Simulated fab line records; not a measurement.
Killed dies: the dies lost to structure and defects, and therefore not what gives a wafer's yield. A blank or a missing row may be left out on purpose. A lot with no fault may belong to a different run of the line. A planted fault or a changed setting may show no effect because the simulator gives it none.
Struck lot and sound lot, side by side || flow gf180mcu || 17 steps out of a route of 602
Sound: wafers L948.2, L948.5, L948.6. Struck: wafer L966.5 (left out: L966.1, L966.4 of the same lot, which were not struck); the cause appears at the end.
Per side, at each step with rows, come the tool, then ch with its chambers, and then its first start. Under that, the readings that differ: sound wafers || struck wafers || difference of the means || sigmas: that difference in standard deviations of wafers without a fault.
alike: readings with means less than 2 such deviations apart, plus words and numbers identical on both sides. not compared: withheld readings, readings lacking a value on some wafer, bounds such as >300 that could conceal the same value, and numbers that have no deviation in the record and whose values overlap.
A row with sigmas, a row that says differs or no value, or rows on one side alone: a step with any of these is where the two part. Numbers that have no deviation but don't overlap get no sigmas and don't part them. Lack of a reading on every wafer of one side parts them only where that side has two or more wafers.

first, 3 steps without rows for these wafers: GF_V3_EXPOSE_11 (exposes mask Via3, target cd 260 nm); GF_V3_PEB_12 (peb time 90 s); GF_V3_DEVELOP_13 (develop time 60 s).
GF_V3_CD_MEAS_14 targets a cd of 260 nm.
  sound: cd_sem-01 at day 23 22:14; struck: cd_sem-02 at day 29 12:00
{"reading": "cd_nm (nm)", "sound": "258.5 257.7 257.9", "struck": 261.5, "difference": "+3.5", "sigmas": "+3"}
GF_V3_OVL_MEAS_15:
  sound: overlay-02 at day 23 22:20; struck: overlay-02 at day 29 12:07
  alike: V3_OVL
GF_V3_ETCH_16: etches BARC in N2/H2.
  sound on rie_diel-03 ch 0,3, day 23 22:22; struck on rie_diel-04 ch 3, day 29 12:10
  alike: drypump_motor_current_A, oes_product_au, throttle_valve_pct
GF_V3_ETCH_17: etches SiO2 in C4F8/O2/Ar, stops on TiN, target depth 635 nm.
  sound on rie_diel-03 ch 0,3; struck on rie_diel-04 ch 3
{"reading": "oes_product_au (a.u.)", "sound": "0.848 0.855 0.845", "struck": 0.863, "difference": "+0.014", "sigmas": "+3"}
GF_V3_STRIP_18: strips in O2/N2.
  sound on plasma_asher-01 ch 0,1, day 23 22:29; struck on plasma_asher-04 ch 1, day 29 12:17
  alike: drypump_motor_current_A, heater_power_w, oes_product_au
  not compared: rf_hours_counter_h
then, 2 steps without rows for these wafers: GF_V3_STRIP_19 (strips in post etch residue remover, time 1200 s); GF_V3_CLEAN_20 (cleans in DIW).
GF_V3_SPUTTER_21: material Ti, target thk 15 nm, time 80.02 s.
  sound: pvd_sputter-04 at day 23 23:03; struck: pvd_sputter-02 at day 29 12:50
  alike: throttle_valve_pct
then, 1 step without rows for these wafers: GF_V3_SPUTTER_22 (material TiN, target thk 10 nm, time 40 s).
GF_V3_CVD_23: deposits W, target thk 350 nm, time 104.9 s.
  sound on cvd_w-01 ch 0,1, day 23 23:09; struck on cvd_w-02 ch 1, day 29 12:56
  alike: heater_power_w
GF_V3_RS_MEAS_24: measures by four-point-probe.
  sound: film_metro-01 at day 23 23:17; struck: film_metro-01 at day 29 13:02
{"reading": "V3_W_RS (ohm/sq)", "sound": "0.328 0.329 0.326", "struck": 0.381, "difference": "+0.053", "sigmas": "+14"}
GF_V3_THK_MEAS_25: measures by xrf.
  sound: film_metro-01 at day 23 23:24; struck: film_metro-01 at day 29 13:10
{"reading": "V3_W_THK (nm)", "sound": "343 340 343", "struck": 301, "difference": -41, "sigmas": -8}
GF_V3_CMP_26: polishes, stops on SiO2, t overpolish 15 s, target thk 0 nm.
  sound on cmp-02 ch 0,1,2, day 23 23:36; struck on cmp-01 ch 2, day 29 13:19
  alike: motor_current_A, overpolish_run_s, time_to_endpoint_s
next, for these wafers, 1 step has no rows: GF_PASSIVATION_PROBE_99.

## WHERE THEY PART
Earliest at GF_V3_CD_MEAS_14; latest, in this record, at GF_V3_THK_MEAS_25. Later steps at which nothing parts them and some readings are alike: GF_V3_CMP_26.

WHY: what the simulator had put in
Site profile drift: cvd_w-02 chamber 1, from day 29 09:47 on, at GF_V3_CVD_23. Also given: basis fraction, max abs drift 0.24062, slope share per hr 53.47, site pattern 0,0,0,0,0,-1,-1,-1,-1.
